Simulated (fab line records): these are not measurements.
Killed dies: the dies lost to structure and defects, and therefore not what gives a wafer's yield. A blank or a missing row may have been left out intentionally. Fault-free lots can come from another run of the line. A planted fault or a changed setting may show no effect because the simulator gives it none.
Which tool is to blame? + flow gf180mcu + 30 wafers from 10 lots sampled at 6 of the route's 602 steps

WHAT THE GAUGES SHOWED, per wafer
GF_STI_BOW_MEAS_00. Usual: INCOMING_BOW gives 0 um (standard deviation 6.4).
| lot  | measured    | on            | INCOMING_BOW (um) | flag |
|------|-------------|---------------|-------------------|------|
| L936 | day 2 06:04 | film metro-01 | -1 2 14           |      |
| L941 | day 3 07:00 | film metro-03 | 0 3 13            |      |
| L942 | day 3 12:00 | film metro-01 | -3 0 9            |      |
| L943 | day 3 17:00 | film metro-03 | 9 9 -11           |      |
| L947 | day 4 13:04 | film metro-01 | -7 1 3            |      |
| L948 | day 4 18:02 | film metro-03 | -5 -7 3           |      |
| L949 | day 4 23:00 | film metro-01 | -2 -4 10          |      |
| L950 | day 5 04:02 | film metro-03 | -3 0 -5           |      |
| L951 | day 5 09:01 | film metro-03 | -6 8 0            |      |
| L953 | day 5 19:01 | film metro-03 | 8 2 2             |      |

GF_VT_IMPLANT_TW_MEAS_43. Usual: VT_IMPLANT_4_TW gives 690 (standard deviation 3.3).
| lot  | measured     | on            | VT_IMPLANT_4_TW | flag |
|------|--------------|---------------|-----------------|------|
| L936 | day 8 17:46  | film metro-02 | 689 690 690     |      |
| L941 | day 10 00:41 | film metro-04 | 30 30 30        | OFF  |
| L942 | day 10 10:52 | film metro-03 | 30 30 30        | OFF  |
| L943 | day 10 17:26 | film metro-03 | 30 30 30        | OFF  |
| L947 | day 11 19:29 | film metro-04 | 690 688 686     |      |
| L948 | day 12 02:42 | film metro-03 | 692 688 693     |      |
| L949 | day 12 10:02 | film metro-04 | 687 687 685     |      |
| L950 | day 12 15:56 | film metro-03 | 691 691 689     |      |
| L951 | day 12 21:31 | film metro-04 | 686 687 689     |      |
| L953 | day 13 11:30 | film metro-03 | 687 687 687     |      |

WHICH TOOL RAN EACH LOT (tool, then ch and the chambers of the sampled wafers, then the start)
| lot  | GF_STI_ETCH_14                  | GF_MVSD_STRIP_10                    | GF_VT_IMPLANT_STRIP_31               | GF_VT_IMPLANT_STRIP_42               |
|------|---------------------------------|-------------------------------------|--------------------------------------|--------------------------------------|
| L936 | rie si-02 ch 0,1,2, day 2 21:41 | plasma asher-03 ch 0,1, day 5 10:10 | plasma asher-01 ch 0,1, day 8 00:58  | plasma asher-04 ch 0,1, day 8 17:35  |
| L941 | rie si-02 ch 1,2,3, day 3 23:20 | plasma asher-04 ch 1, day 6 14:37   | plasma asher-04 ch 0, day 9 06:58    | plasma asher-04 ch 0,1, day 10 00:35 |
| L942 | rie si-01 ch 0,1, day 4 05:57   | plasma asher-03 ch 0,1, day 6 22:46 | plasma asher-02 ch 0,1, day 9 16:59  | plasma asher-04 ch 0,1, day 10 10:46 |
| L943 | rie si-02 ch 0,1,2, day 4 10:53 | plasma asher-02 ch 0, day 7 03:40   | plasma asher-01 ch 0,1, day 9 23:34  | plasma asher-04 ch 0,1, day 10 17:20 |
| L947 | rie si-01 ch 0,1,2, day 5 06:43 | plasma asher-02 ch 0,1, day 8 02:44 | plasma asher-02 ch 0,1, day 11 00:34 | plasma asher-02 ch 0,1, day 11 19:23 |
| L948 | rie si-01 ch 1,2, day 5 11:37   | plasma asher-04 ch 0,1, day 8 09:01 | plasma asher-04 ch 0,1, day 11 07:58 | plasma asher-02 ch 0,1, day 12 02:37 |
| L949 | rie si-01 ch 0,2,3, day 5 16:54 | plasma asher-02 ch 0,1, day 8 14:55 | plasma asher-04 ch 0,1, day 11 14:17 | plasma asher-02 ch 0,1, day 12 09:56 |
| L950 | rie si-01 ch 0,3, day 5 22:57   | plasma asher-02 ch 0,1, day 8 19:52 | plasma asher-04 ch 0,1, day 11 20:46 | plasma asher-04 ch 0,1, day 12 15:50 |
| L951 | rie si-02 ch 0,1, day 6 04:03   | plasma asher-03 ch 0,1, day 9 01:22 | plasma asher-01 ch 0, day 12 02:26   | plasma asher-01 ch 0,1, day 12 21:25 |
| L953 | rie si-02 ch 0,1,2, day 6 14:08 | plasma asher-02 ch 0,1, day 9 14:04 | plasma asher-02 ch 0,1, day 12 16:07 | plasma asher-02 ch 0,1, day 13 11:23 |
- GF_STI_ETCH_14: etches Si in HBr/Cl2/O2, target depth 360 nm, time 102.9 s.
- GF_MVSD_STRIP_10: strips in O2/N2.
- GF_VT_IMPLANT_STRIP_31: strips in O2/N2.
- GF_VT_IMPLANT_STRIP_42: strips in O2/N2.

AS READ BY THE TOOLS THEMSELVES (means over the sampled wafers that have a number; for cases with no such wafer, the mark the record gives instead)
GF_STI_ETCH_14. Usual: chamber pressure mTorr 14.999 mTorr, standard deviation 0.013; drypump motor current A 5.6 A, standard deviation 0.38; he backside leak sccm 2.69 sccm, standard deviation 0.26; mfc cl2 sccm 39.98 sccm, standard deviation 0.11; oes product au 1.002 a.u., standard deviation 0.013; throttle valve pct 25.655 %, standard deviation 0.012.
| lot  | tool      | chamber pressure mTorr (mTorr) | drypump motor current A (A) | he backside leak sccm (sccm) | mfc cl2 sccm (sccm) | oes product au (a.u.) | throttle valve pct (%) | flag |
|------|-----------|--------------------------------|-----------------------------|------------------------------|---------------------|-----------------------|------------------------|------|
| L936 | rie si-02 | 14.995                         | 5.4                         | 2.63                         | 40.08               | 0.991                 | 25.665                 |      |
| L941 | rie si-02 | 15.005                         | 5.5                         | 2.77                         | 39.94               | 0.999                 | 25.648                 |      |
| L942 | rie si-01 | 14.997                         | 5.8                         | 2.46                         | 39.91               | 0.998                 | 25.653                 |      |
| L943 | rie si-02 | 15.009                         | 5.5                         | 2.66                         | 40.05               | 1.004                 | 25.646                 |      |
| L947 | rie si-01 | 15.002                         | 5.6                         | 2.63                         | 39.97               | 1.008                 | 25.660                 |      |
| L948 | rie si-01 | 14.987                         | 5.5                         | 2.84                         | 39.91               | 0.995                 | 25.656                 |      |
| L949 | rie si-01 | 14.997                         | 5.5                         | 2.52                         | 40.03               | 1.009                 | 25.642                 |      |
| L950 | rie si-01 | 14.996                         | 5.7                         | 2.50                         | 40.06               | 1.015                 | 25.649                 |      |
| L951 | rie si-02 | 15.001                         | 5.5                         | 2.61                         | 39.99               | 1.012                 | 25.649                 |      |
| L953 | rie si-02 | 15.005                         | 5.5                         | 2.72                         | 39.93               | 0.994                 | 25.662                 |      |

GF_MVSD_STRIP_10. Usual: chamber pressure mTorr 1500.2 mTorr, standard deviation 2; drypump motor current A 5.8 A, standard deviation 0.47; heater power w 341 W, standard deviation 22; oes product au 0.722 a.u., standard deviation 0.0046; strip time to endpoint s 36.97 s, standard deviation 0.075.
| lot  | tool            | chamber pressure mTorr (mTorr) | drypump motor current A (A) | heater power w (W) | oes product au (a.u.) | strip time to endpoint s (s) | flag |
|------|-----------------|--------------------------------|-----------------------------|--------------------|-----------------------|------------------------------|------|
| L936 | plasma asher-03 | 1500.0                         | 5.7                         | 314                | 0.723                 | 37.09                        |      |
| L941 | plasma asher-04 | 1501.3                         | 5.4                         | 350                | 0.722                 | 37.01                        |      |
| L942 | plasma asher-03 | 1500.9                         | 5.7                         | 321                | 0.727                 | 36.91                        |      |
| L943 | plasma asher-02 | 1498.5                         | 6.6                         | 338                | 0.725                 | 37.02                        |      |
| L947 | plasma asher-02 | 1499.7                         | 6.3                         | 355                | 0.724                 | 36.87                        |      |
| L948 | plasma asher-04 | 1500.1                         | 5.6                         | 337                | 0.723                 | 36.96                        |      |
| L949 | plasma asher-02 | 1500.8                         | 6.3                         | 356                | 0.720                 | 36.99                        |      |
| L950 | plasma asher-02 | 1499.9                         | 6.3                         | 348                | 0.719                 | 36.96                        |      |
| L951 | plasma asher-03 | 1506.3                         | 5.7                         | 315                | 0.719                 | 37.00                        | OFF  |
| L953 | plasma asher-02 | 1499.6                         | 5.9                         | 359                | 0.716                 | 37.00                        |      |

GF_VT_IMPLANT_STRIP_31. Usual: chamber pressure mTorr 1500.0 mTorr, standard deviation 1.4; drypump motor current A 5.6 A, standard deviation 0.44; heater power w 339 W, standard deviation 17; oes product au 0.716 a.u., standard deviation 0.004; strip time to endpoint s 12.63 s, standard deviation 0.039.
| lot  | tool            | chamber pressure mTorr (mTorr) | drypump motor current A (A) | heater power w (W) | oes product au (a.u.) | strip time to endpoint s (s) | flag |
|------|-----------------|--------------------------------|-----------------------------|--------------------|-----------------------|------------------------------|------|
| L936 | plasma asher-01 | 1499.7                         | 5.3                         | 329                | 0.718                 | 12.60                        |      |
| L941 | plasma asher-04 | -                              | -                           | -                  | -                     | -                            | OFF  |
| L942 | plasma asher-02 | -                              | -                           | -                  | -                     | -                            | OFF  |
| L943 | plasma asher-01 | -                              | -                           | -                  | -                     | -                            | OFF  |
| L947 | plasma asher-02 | 1502.4                         | 5.9                         | 357                | 0.717                 | 12.65                        |      |
| L948 | plasma asher-04 | 1501.4                         | 5.6                         | 338                | 0.720                 | 12.73                        |      |
| L949 | plasma asher-04 | 1500.9                         | 5.6                         | 340                | 0.718                 | 12.63                        |      |
| L950 | plasma asher-04 | 1499.3                         | 5.6                         | 336                | 0.715                 | 12.66                        |      |
| L951 | plasma asher-01 | 1500.7                         | 5.7                         | 315                | 0.712                 | 12.64                        |      |
| L953 | plasma asher-02 | 1499.9                         | 5.9                         | 365                | 0.721                 | 12.65                        |      |

GF_VT_IMPLANT_STRIP_42. Usual: chamber pressure mTorr 1500.0 mTorr, standard deviation 1.4; drypump motor current A 5.7 A, standard deviation 0.49; heater power w 341 W, standard deviation 20; oes product au 0.716 a.u., standard deviation 0.0048; strip time to endpoint s 12.64 s, standard deviation 0.035.
| lot  | tool            | chamber pressure mTorr (mTorr) | drypump motor current A (A) | heater power w (W) | oes product au (a.u.) | strip time to endpoint s (s) | flag |
|------|-----------------|--------------------------------|-----------------------------|--------------------|-----------------------|------------------------------|------|
| L936 | plasma asher-04 | 1500.9                         | 5.5                         | 347                | 0.716                 | 12.65                        |      |
| L941 | plasma asher-04 | 1500.1                         | 5.6                         | 338                | 0.716                 | 27.54                        | OFF  |
| L942 | plasma asher-04 | 1501.6                         | 5.6                         | 339                | 0.721                 | 27.65                        | OFF  |
| L943 | plasma asher-04 | 1500.0                         | 5.6                         | 333                | 0.720                 | 27.70                        | OFF  |
| L947 | plasma asher-02 | 1500.2                         | 6.3                         | 352                | 0.713                 | 12.64                        |      |
| L948 | plasma asher-02 | 1499.5                         | 6.3                         | 351                | 0.713                 | 12.66                        |      |
| L949 | plasma asher-02 | 1498.5                         | 6.3                         | 357                | 0.713                 | 12.64                        |      |
| L950 | plasma asher-04 | 1500.1                         | 5.5                         | 335                | 0.716                 | 12.65                        |      |
| L951 | plasma asher-01 | 1500.2                         | 5.3                         | 337                | 0.718                 | 12.68                        |      |
| L953 | plasma asher-02 | 1499.8                         | 6.3                         | 349                | 0.710                 | 12.65                        |      |

THE ANSWER, worked out from the rows above alone
Rule: a lot counts as off when the mean over its wafers that have a number is more than 3 standard deviations away from the usual mean. A lot without any number at a reading at which 4 lots or more have one is off too. The other lots that the step has rows for count as sound. First the gauges in route order, then the tools' own readings, where a lot's mean is used as printed above. The first step at which some lot is off is used, and at that step the reading that is off furthest; a lot without a number counts as furthest.
Off: L941, L942, L943, at GF_VT_IMPLANT_TW_MEAS_43 (VT_IMPLANT_4_TW).
If a tool, at a process step before that reading, ran all the lots that are off and no sound lot after the first of them, it fits. The gauges at GF_VT_IMPLANT_TW_MEAS_43 aren't tried: what is off there is off at GF_VT_IMPLANT_STRIP_31 too, on other tools, and a gauge's error can't cause that. Of those tried, none fits.

WHAT HAD BEEN PUT IN BY THE SIMULATOR
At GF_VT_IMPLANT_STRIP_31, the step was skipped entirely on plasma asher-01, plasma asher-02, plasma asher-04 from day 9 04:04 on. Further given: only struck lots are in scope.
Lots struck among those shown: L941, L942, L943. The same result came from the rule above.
